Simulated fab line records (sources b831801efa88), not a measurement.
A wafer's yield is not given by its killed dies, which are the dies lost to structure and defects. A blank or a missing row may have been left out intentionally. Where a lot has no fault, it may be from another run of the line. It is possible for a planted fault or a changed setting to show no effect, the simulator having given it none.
Matching of chambers + flow sky130 + SKY_VIA4_CMP_02 on cmp-01: 4 sister chambers
The step polishes SiO2. 4 wafers are shown with their chamber, then 8 later ones without.

## WAFERS WITH THEIR CHAMBER
| wafer  | chamber | motor_current_A (A) |
|--------|---------|---------------------|
| L574.1 | 3       | 11.0                |
| L575.4 | 0       | 12.0                |
| L576.3 | 1       | 13.0                |
| L577.2 | 2       | 12.0                |

## WAFERS WITHOUT THEIR CHAMBER
| wafer  | motor_current_A (A) |
|--------|---------------------|
| L577.3 | 11.2                |
| L577.4 | 13.6                |
| L578.2 | 10.5                |
| L578.4 | 13.2                |
| L578.5 | 10.5                |
| L583.1 | 11.3                |
| L583.2 | 10.7                |
| L583.5 | 13.5                |

## WHICH CHAMBER EACH ONE RAN IN
| wafer  | from the rows above          | in truth |
|--------|------------------------------|----------|
| L577.3 | can't be placed: 3 or 0 or 2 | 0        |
| L577.4 | 1                            | 1        |
| L578.2 | 3                            | 3        |
| L578.4 | 1                            | 1        |
| L578.5 | 3                            | 3        |
| L583.1 | can't be placed: 3 or 0 or 2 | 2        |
| L583.2 | 3                            | 3        |
| L583.5 | 1                            | 1        |
Correctly placed: 6 of 8. Cannot be placed on the basis of these rows: 2; the candidates contain the true chamber in 2. 0 placed wrongly.
How it was worked out, from the rows above alone: a wafer's distance from a chamber is the root of the sum, over the readings, of the square of ((its reading less the chamber's mean) divided by the reading's scatter). The wafer belongs to the nearest chamber; if the next one is less than 2 further off, it can't be placed. For every chamber, the mean is computed from those of its wafers that are shown. The scatter (one wafer shown for each chamber): square how far every hidden wafer sits from the nearest shown wafer, average those squares and take the square root.
